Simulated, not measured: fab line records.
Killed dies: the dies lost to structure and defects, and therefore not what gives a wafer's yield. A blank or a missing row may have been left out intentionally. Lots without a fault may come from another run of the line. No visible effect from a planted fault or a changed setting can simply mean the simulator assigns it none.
What tool caused it? -- flow sky130 -- 13 lots, 39 wafers sampled, at 4 steps of a route of 708

WHAT THE GAUGES READ, wafer by wafer
SKY_VT_ADJUST_HVTP_TW_MEAS_11. Usual: VT_ADJUST_HVTP_TW typically reads 1340, with standard deviation 8.8.
lot,measured,on,VT_ADJUST_HVTP_TW,flag
L738,day 6 12:15,film-metro-01,1352 1352 1350,
L739,day 6 13:08,film-metro-03,1329 1329 1332,
L741,day 7 01:50,film-metro-01,1342 1350 1340,
L742,day 7 10:55,film-metro-01,1354 1351 1343,
L743,day 7 15:38,film-metro-03,1324 1322 1318,
L745,day 8 04:19,film-metro-02,1347 1341 1343,
L746,day 8 06:11,film-metro-01,1353 1348 1349,
L747,day 8 17:13,film-metro-02,1320 1314 1316,
L751,day 9 17:13,film-metro-02,1312 1321 1320,
L756,day 11 02:58,film-metro-01,1337 1331 1331,
L757,day 11 06:59,film-metro-02,1327 1328 1337,
L758,day 11 13:11,film-metro-01,1342 1348 1337,
L760,day 12 07:42,film-metro-01,1348 1346 1340,

SKY_LI_CONTACT_THK_MEAS_23: measures by xrf. Usual: LI_CONTACT_W_THK typically reads 406 nm, with standard deviation 11.
lot,measured,on,LI_CONTACT_W_THK (nm),flag
L738,day 29 16:49,film-metro-02,402 393 408,
L739,day 29 18:47,film-metro-01,413 418 409,
L741,day 30 12:38,film-metro-03,407 408 401,
L742,day 31 03:50,film-metro-02,388 383 387,
L743,day 31 07:05,film-metro-03,412 407 412,
L745,day 32 11:38,film-metro-02,403 420 404,
L746,day 32 10:20,film-metro-03,412 427 423,
L747,day 32 22:08,film-metro-03,422 438 420,
L751,day 33 21:29,film-metro-01,412 401 411,
L756,day 35 08:08,film-metro-01,406 415 409,
L757,day 35 13:56,film-metro-01,403 401 400,
L758,day 35 20:01,film-metro-03,413 410 420,
L760,day 36 16:41,film-metro-02,403 404 405,

SKY_CONTACT_THK_MEAS_01. Usual: CONTACT_CVD_00_THK typically reads 74.9 nm, with standard deviation 0.96.
lot,measured,on,CONTACT_CVD_00_THK (nm),flag
L738,day 30 21:38,film-metro-01,76.9 76.4 75.4,
L739,day 30 23:11,film-metro-03,73.9 74.4 75.3,
L741,day 31 17:18,film-metro-03,75.0 75.1 75.8,
L742,day 32 07:48,film-metro-04,74.3 75.0 76.3,
L743,day 32 11:31,film-metro-04,74.2 73.9 74.6,
L745,day 33 15:25,film-metro-03,73.6 74.7 74.7,
L746,day 33 14:16,film-metro-01,75.0 75.8 76.0,
L747,day 34 02:10,film-metro-01,73.3 75.7 74.6,
L751,day 35 00:55,film-metro-03,74.6 73.8 75.3,
L756,day 36 13:11,film-metro-01,73.6 74.5 76.4,
L757,day 36 18:40,film-metro-01,73.9 73.4 75.2,
L758,day 37 00:37,film-metro-04,74.6 75.3 76.3,
L760,day 37 19:49,film-metro-04,76.1 75.3 74.5,

WHAT TOOL EACH LOT RAN ON (gives the tool, then ch and the chambers of the sampled wafers, and finally the start)
lot,SKY_VT_ADJUST_HVTP_IMPLANT_09
L738,"implanter-03 ch 0, day 6 12:03"
L739,"implanter-03 ch 0, day 6 12:53"
L741,"implanter-01 ch 0, day 7 01:35"
L742,"implanter-03 ch 0, day 7 10:40"
L743,"implanter-01 ch 0, day 7 15:25"
L745,"implanter-01 ch 0, day 8 04:04"
L746,"implanter-02 ch 0, day 8 05:58"
L747,"implanter-01 ch 0, day 8 16:58"
L751,"implanter-01 ch 0, day 9 16:58"
L756,"implanter-02 ch 0, day 11 02:43"
L757,"implanter-02 ch 0, day 11 06:44"
L758,"implanter-02 ch 0, day 11 12:58"
L760,"implanter-01 ch 0, day 12 07:27"
- SKY_VT_ADJUST_HVTP_IMPLANT_09

AS READ BY THE TOOLS THEMSELVES (means over the sampled wafers that have a number; for cases with no such wafer, the mark the record gives instead)
SKY_VT_ADJUST_HVTP_IMPLANT_09. Usual: end-station-pressure-torr 5.04e-06 Torr, standard deviation 2.7e-07.
lot,tool,end-station-pressure-torr (Torr),flag
L738,implanter-03,5.20e-06,
L739,implanter-03,5.10e-06,
L741,implanter-01,5.06e-06,
L742,implanter-03,4.85e-06,
L743,implanter-01,5.10e-06,
L745,implanter-01,4.98e-06,
L746,implanter-02,4.93e-06,
L747,implanter-01,5.23e-06,
L751,implanter-01,5.34e-06,
L756,implanter-02,4.79e-06,
L757,implanter-02,4.88e-06,
L758,implanter-02,5.18e-06,
L760,implanter-01,4.67e-06,

THE ANSWER, worked out from the rows above alone
Rule: a lot counts as off when the mean over its wafers that have a number is more than 3 standard deviations away from the usual mean. A lot without any number at a reading at which 4 lots or more have one is off too. Any other lot the step has rows for is counted as sound. Order of review: gauges by route order, followed by the tools' own readings, for which a lot's mean as printed above is used. At the first step where some lot is off, the reading lying furthest off is the one used; lots without a number count as furthest.
No lot is off at any reading shown: from this, nothing can be told.

WHAT WAS PUT IN BY THE SIMULATOR
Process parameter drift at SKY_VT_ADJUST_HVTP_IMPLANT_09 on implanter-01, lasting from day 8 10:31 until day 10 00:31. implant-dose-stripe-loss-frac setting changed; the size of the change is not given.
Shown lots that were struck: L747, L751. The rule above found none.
